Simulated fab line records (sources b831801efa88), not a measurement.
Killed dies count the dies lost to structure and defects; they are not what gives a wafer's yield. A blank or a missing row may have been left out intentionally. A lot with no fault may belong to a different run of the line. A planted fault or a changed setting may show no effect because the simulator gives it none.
fab line records | flow sky130
[record] lots = 13 | wafers = 39 | last_day = 50
route steps=708 shown NWELL@64 PWDE@84
lots with no fault: from the same line, run without faults
start_h: hours from the record's first day to the start of the lot's first wafer shown | wait_h: time in hours since the lot's previous step | " same as the row above | L1.1+2: a row that stands for several wafers | - no value, or no start given | * or withheld: withheld | < > ~ a bound
route shown NAME@n: NAME is a module with steps in the file, n the number in the route of the first one | usual: average and standard deviation across the fault-free wafers | same: alike in all rows | chamber/n: place in a boat | sites: the reading at each site | _std_site: how widely they spread, as a standard deviation | _edge_site: the outer-site mean with the inner-site mean subtracted | radius_mm: for every site, how far away it sits from the centre of the wafer | mask NAME#n: copy n | behind: the tool/chamber that last shaped the wafer | hold: what put the lot on hold/how long, in hours/how the hold closed | device: the n, p or np transistor that did not switch | end of line: at the end of the route, the tests of the same wafers | a step with no rows: only its recipe | killed: count of dies lost to structure and defects at first sort (not the wafer's yield) | map: shows each die of a wafer: x if killed, . if not, _ if none is there
set.NAME: the setting as run; set.NAME@STEP: as run at that earlier step | model.NAME: the simulator's own value behind a step, which no gauge read
route steps across a sampled set of lots; one table per step, one row per wafer
services: from which hour (start_h, from the record's first day; less than 0 if before it) a tool's chamber was out of use, for how many hours, and why
[[steps]]
[step SKY_NWELL_IMPLANT_11]
[recipe] species = P | energy_kev = 400 | dose_cm2 = 1.9e+13 | tilt_deg = withheld
[usual] beam_energy_keV = 400.02/0.12
lot.wafer | tool         | chamber | start_h | wait_h | beam_energy_keV
L383.1    | implanter-04 | 0       | 87.71   | 0.0    | 400.05
L383.5    | "            | 0       | "       | "      | 400.04
L383.6    | "            | 0       | "       | "      | 399.93
L384.3    | implanter-03 | 0       | 89.60   | 0.1    | 400.10
L384.4    | "            | 0       | "       | "      | 400.02
L384.5    | "            | 0       | "       | "      | 400.19
L385.2    | implanter-01 | 0       | 97.52   | 0.0    | 399.85
L385.3    | "            | 0       | "       | "      | 399.85
L385.4    | "            | 0       | "       | "      | 399.86
L388.1    | implanter-03 | 0       | 116.69  | 0.0    | 470.43
L388.2    | "            | 0       | "       | "      | 470.32
L388.4    | "            | 0       | "       | "      | 470.47
L389.2    | implanter-03 | 0       | 121.67  | 0.0    | 470.57
L389.3    | "            | 0       | "       | "      | 470.36
L389.6    | "            | 0       | "       | "      | 470.51
L391.3    | implanter-01 | 0       | 131.59  | 0.1    | 400.12
L391.4    | "            | 0       | "       | "      | 400.02
L391.5    | "            | 0       | "       | "      | 400.06
L396.1    | implanter-04 | 0       | 172.31  | 0.0    | 400.23
L396.3    | "            | 0       | "       | "      | 399.95
L396.5    | "            | 0       | "       | "      | 400.04
L397.3    | implanter-01 | 0       | 172.59  | 0.1    | 399.93
L397.4    | "            | 0       | "       | "      | 399.89
L397.5    | "            | 0       | "       | "      | 399.94
L402.2    | implanter-03 | 0       | 193.58  | 0.0    | 399.85
L402.3    | "            | 0       | "       | "      | 400.05
L402.4    | "            | 0       | "       | "      | 399.90
L403.3    | implanter-03 | 0       | 203.26  | 0.1    | 400.11
L403.4    | "            | 0       | "       | "      | 400.12
L403.5    | "            | 0       | "       | "      | 400.16
L404.2    | implanter-03 | 0       | 207.37  | 0.0    | 400.12
L404.4    | "            | 0       | "       | "      | 399.93
L404.6    | "            | 0       | "       | "      | 400.21
L405.1    | implanter-01 | 0       | 217.65  | 0.0    | 399.99
L405.4    | "            | 0       | "       | "      | 399.92
L405.6    | "            | 0       | "       | "      | 400.08
L406.1    | implanter-03 | 0       | 220.35  | 0.0    | 400.04
L406.2    | "            | 0       | "       | "      | 399.94
L406.4    | "            | 0       | "       | "      | 399.98
[step SKY_NWELL_OVL_MEAS_23]
[usual] NWELL_01_OVL = 0.0/1.5
lot.wafer | tool       | chamber | start_h | wait_h | NWELL_01_OVL[nm]
L383.1    | overlay-02 | -       | 105.66  | -      | -2.2
L383.5    | "          | -       | "       | "      | -3.1
L383.6    | "          | -       | "       | "      | -1.3
L384.3    | overlay-02 | -       | 107.68  | -      | -0.4
L384.4    | "          | -       | "       | "      | -1.0
L384.5    | "          | -       | "       | "      | -0.7
L385.2    | overlay-01 | -       | 115.41  | -      | 3.7
L385.3    | "          | -       | "       | "      | 3.5
L385.4    | "          | -       | "       | "      | 3.0
L388.1    | overlay-02 | -       | 134.56  | -      | -2.7
L388.2    | "          | -       | "       | "      | -1.4
L388.4    | "          | -       | "       | "      | -2.8
L389.2    | overlay-01 | -       | 140.67  | -      | 1.2
L389.3    | "          | -       | "       | "      | -0.5
L389.6    | "          | -       | "       | "      | 1.1
L391.3    | overlay-01 | -       | 150.77  | -      | 0.5
L391.4    | "          | -       | "       | "      | 1.7
L391.5    | "          | -       | "       | "      | 2.6
L396.1    | overlay-01 | -       | 193.21  | -      | -0.3
L396.3    | "          | -       | "       | "      | -0.1
L396.5    | "          | -       | "       | "      | -1.8
L397.3    | overlay-01 | -       | 193.42  | -      | -0.5
L397.4    | "          | -       | "       | "      | -1.0
L397.5    | "          | -       | "       | "      | -0.4
L402.2    | overlay-01 | -       | 216.08  | -      | -1.4
L402.3    | "          | -       | "       | "      | -0.2
L402.4    | "          | -       | "       | "      | -0.3
L403.3    | overlay-02 | -       | 225.38  | -      | 0.8
L403.4    | "          | -       | "       | "      | 1.4
L403.5    | "          | -       | "       | "      | 0.0
L404.2    | overlay-01 | -       | 230.07  | -      | 0.2
L404.4    | "          | -       | "       | "      | 0.0
L404.6    | "          | -       | "       | "      | 0.3
L405.1    | overlay-01 | -       | 240.42  | -      | -0.7
L405.4    | "          | -       | "       | "      | -0.9
L405.6    | "          | -       | "       | "      | -3.5
L406.1    | overlay-02 | -       | 243.41  | -      | -1.4
L406.2    | "          | -       | "       | "      | 0.1
L406.4    | "          | -       | "       | "      | -0.7
[step SKY_NWELL_RTA_28]
[recipe] temp_c = 1050 | time_s = 30 | idle_temp_c = 650 | ramp_up_c_per_s = 150 | ramp_down_c_per_s = 90 | ambient = N2
[usual] lamp_power_pct = 25.31/0.06 | wafer_temp_C_max = 1054.8/1
lot.wafer | tool          | chamber | start_h | wait_h | lamp_power_pct | wafer_temp_C_max
L383.1    | rtp_anneal-01 | 0       | 106.06  | 0.0    | 25.34          | 1054.7
L383.5    | "             | 0       | "       | "      | 25.24          | 1056.1
L383.6    | "             | 0       | "       | "      | 25.21          | 1058.4
L384.3    | rtp_anneal-02 | 0       | 108.10  | 0.0    | 25.38          | 1053.9
L384.4    | "             | 0       | "       | "      | 25.41          | 1054.0
L384.5    | "             | 0       | "       | "      | 25.32          | 1055.0
L385.2    | rtp_anneal-01 | 0       | 115.82  | 0.0    | 25.25          | 1055.8
L385.3    | "             | 0       | "       | "      | 25.22          | 1056.2
L385.4    | "             | 0       | "       | "      | 25.38          | 1056.2
L388.1    | rtp_anneal-02 | 0       | 134.95  | 0.0    | 25.37          | 1055.9
L388.2    | "             | 0       | "       | "      | 25.31          | 1054.5
L388.4    | "             | 0       | "       | "      | 25.38          | 1055.2
L389.2    | rtp_anneal-01 | 0       | 141.07  | 0.0    | 25.19          | 1054.7
L389.3    | "             | 0       | "       | "      | 25.22          | 1054.2
L389.6    | "             | 0       | "       | "      | 25.40          | 1055.4
L391.3    | rtp_anneal-02 | 0       | 151.20  | 0.0    | 25.26          | 1054.1
L391.4    | "             | 0       | "       | "      | 25.30          | 1056.0
L391.5    | "             | 0       | "       | "      | 25.38          | 1056.0
L396.1    | rtp_anneal-02 | 0       | 193.61  | 0.0    | 25.42          | 1055.6
L396.3    | "             | 0       | "       | "      | 25.26          | 1053.6
L396.5    | "             | 0       | "       | "      | 25.32          | 1054.7
L397.3    | rtp_anneal-01 | 0       | 193.84  | 0.0    | 25.28          | 1054.7
L397.4    | "             | 0       | "       | "      | 25.31          | 1054.1
L397.5    | "             | 0       | "       | "      | 25.29          | 1054.8
L402.2    | rtp_anneal-02 | 0       | 216.53  | 0.0    | 25.28          | 1054.6
L402.3    | "             | 0       | "       | "      | 25.20          | 1054.2
L402.4    | "             | 0       | "       | "      | 25.29          | 1053.2
L403.3    | rtp_anneal-01 | 0       | 225.80  | 0.0    | 25.30          | 1055.6
L403.4    | "             | 0       | "       | "      | 25.31          | 1054.5
L403.5    | "             | 0       | "       | "      | 25.25          | 1055.5
L404.2    | rtp_anneal-02 | 0       | 230.47  | 0.0    | 25.34          | 1053.8
L404.4    | "             | 0       | "       | "      | 25.40          | 1055.2
L404.6    | "             | 0       | "       | "      | 25.31          | 1055.8
L405.1    | rtp_anneal-02 | 0       | 240.82  | 0.0    | 25.34          | 1055.1
L405.4    | "             | 0       | "       | "      | 25.33          | 1054.7
L405.6    | "             | 0       | "       | "      | 25.29          | 1053.3
L406.1    | rtp_anneal-01 | 0       | 243.80  | 0.0    | 25.29          | 1054.8
L406.2    | "             | 0       | "       | "      | 25.43          | 1053.7
L406.4    | "             | 0       | "       | "      | 25.26          | 1055.2
[step SKY_NWELL_RS_MEAS_29]
[recipe] thk_meas_gauge = four-point-probe
[usual] NWELL_RS = 626.0/1.4
lot.wafer | tool          | chamber | start_h | wait_h | NWELL_RS[ohm/sq]
L383.1    | film_metro-02 | -       | 106.16  | 0.1    | 626.9
L383.5    | "             | -       | "       | "      | 627.9
L383.6    | "             | -       | "       | "      | 627.1
L384.3    | film_metro-01 | -       | 108.21  | 0.1    | 627.9
L384.4    | "             | -       | "       | "      | 626.8
L384.5    | "             | -       | "       | "      | 627.8
L385.2    | film_metro-04 | -       | 115.92  | 0.1    | 624.9
L385.3    | "             | -       | "       | "      | 626.5
L385.4    | "             | -       | "       | "      | 624.7
L388.1    | film_metro-01 | -       | 135.05  | 0.1    | 604.4
L388.2    | "             | -       | "       | "      | 603.9
L388.4    | "             | -       | "       | "      | 603.6
L389.2    | film_metro-01 | -       | 141.18  | 0.1    | 602.1
L389.3    | "             | -       | "       | "      | 601.7
L389.6    | "             | -       | "       | "      | 602.5
L391.3    | film_metro-01 | -       | 151.30  | 0.1    | 624.6
L391.4    | "             | -       | "       | "      | 624.6
L391.5    | "             | -       | "       | "      | 625.8
L396.1    | film_metro-01 | -       | 193.71  | 0.1    | 625.1
L396.3    | "             | -       | "       | "      | 625.7
L396.5    | "             | -       | "       | "      | 627.0
L397.3    | film_metro-02 | -       | 193.95  | 0.1    | 626.7
L397.4    | "             | -       | "       | "      | 625.7
L397.5    | "             | -       | "       | "      | 625.1
L402.2    | film_metro-04 | -       | 216.64  | 0.1    | 624.3
L402.3    | "             | -       | "       | "      | 624.0
L402.4    | "             | -       | "       | "      | 625.8
L403.3    | film_metro-04 | -       | 225.91  | 0.1    | 627.8
L403.4    | "             | -       | "       | "      | 625.9
L403.5    | "             | -       | "       | "      | 626.3
L404.2    | film_metro-01 | -       | 230.58  | 0.1    | 626.5
L404.4    | "             | -       | "       | "      | 625.4
L404.6    | "             | -       | "       | "      | 624.4
L405.1    | film_metro-02 | -       | 240.92  | 0.1    | 626.3
L405.4    | "             | -       | "       | "      | 626.9
L405.6    | "             | -       | "       | "      | 628.6
L406.1    | film_metro-02 | -       | 243.90  | 0.1    | 628.5
L406.2    | "             | -       | "       | "      | 626.8
L406.4    | "             | -       | "       | "      | 629.2
[step SKY_NWELL_RS_MEAS_31]
[recipe] thk_meas_gauge = four-point-probe
[usual] PWDE_RS = 5288/16
lot.wafer | tool          | chamber | start_h | wait_h | PWDE_RS[ohm/sq]
L383.1    | film_metro-02 | -       | 106.40  | 0.1    | 5280
L383.5    | "             | -       | "       | "      | 5277
L383.6    | "             | -       | "       | "      | 5280
L384.3    | film_metro-01 | -       | 108.45  | 0.1    | 5302
L384.4    | "             | -       | "       | "      | 5314
L384.5    | "             | -       | "       | "      | 5322
L385.2    | film_metro-04 | -       | 116.16  | 0.1    | 5290
L385.3    | "             | -       | "       | "      | 5299
L385.4    | "             | -       | "       | "      | 5285
L388.1    | film_metro-01 | -       | 135.29  | 0.1    | 5273
L388.2    | "             | -       | "       | "      | 5300
L388.4    | "             | -       | "       | "      | 5300
L389.2    | film_metro-01 | -       | 141.42  | 0.1    | 5285
L389.3    | "             | -       | "       | "      | 5271
L389.6    | "             | -       | "       | "      | 5287
L391.3    | film_metro-01 | -       | 151.54  | 0.1    | 5299
L391.4    | "             | -       | "       | "      | 5314
L391.5    | "             | -       | "       | "      | 5285
L396.1    | film_metro-01 | -       | 193.95  | 0.1    | 5288
L396.3    | "             | -       | "       | "      | 5293
L396.5    | "             | -       | "       | "      | 5265
L397.3    | film_metro-02 | -       | 194.19  | 0.1    | 5304
L397.4    | "             | -       | "       | "      | 5307
L397.5    | "             | -       | "       | "      | 5277
L402.2    | film_metro-04 | -       | 216.88  | 0.1    | 5278
L402.3    | "             | -       | "       | "      | 5294
L402.4    | "             | -       | "       | "      | 5288
L403.3    | film_metro-04 | -       | 226.15  | 0.1    | 5288
L403.4    | "             | -       | "       | "      | 5286
L403.5    | "             | -       | "       | "      | 5301
L404.2    | film_metro-01 | -       | 230.82  | 0.1    | 5263
L404.4    | "             | -       | "       | "      | 5288
L404.6    | "             | -       | "       | "      | 5267
L405.1    | film_metro-02 | -       | 241.16  | 0.1    | 5284
L405.4    | "             | -       | "       | "      | 5299
L405.6    | "             | -       | "       | "      | 5263
L406.1    | film_metro-02 | -       | 244.14  | 0.1    | 5267
L406.2    | "             | -       | "       | "      | 5260
L406.4    | "             | -       | "       | "      | 5271
[[services]]
tool          | chamber | start_h | hours | kind
implanter-04  | -       | 73.77   | 4.0   | pm
implanter-03  | -       | 104.63  | 2.1   | repair
implanter-03  | -       | 162.82  | 2.0   | repair
implanter-01  | -       | 224.38  | 3.3   | pm
rtp_anneal-01 | -       | 227.23  | 5.5   | pm
implanter-03  | -       | 228.01  | 4.3   | repair
[[key]]
[first_sign] step = SKY_NWELL_IMPLANT_11 | reading = beam_energy_keV | direction = up | sigmas = 99+ | usual = * | struck = *
[effect] step = SKY_NWELL_RS_MEAS_29 | reading = NWELL_RS | direction = down | sigmas = 17 | usual = 626.0 | struck = 603.0
met_at SKY_NWELL_IMPLANT_11
struck_lots L388,L389
tester_left_out L388,L389
not_acting_at SKY_NWELL_OVL_MEAS_23,SKY_NWELL_RTA_28,SKY_NWELL_RS_MEAS_31
onset_between 89.60 116.69
[fault] kind = process_parameter_drift | tool = implanter-03 | chamber = - | onset_h = 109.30 | steps = SKY_NWELL_IMPLANT_11 | channel = energy_kev | offset = * | shape = step | end_h = 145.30 | acts_in = * | stated = *
// tester_left_out: of these lots the tester's yield and bins aren't shown, on N5 and GAA mostly nor the transistor test; their killed dies are dies lost to structure and defects alone, not to doping, threshold or leakage, so they don't give the yield
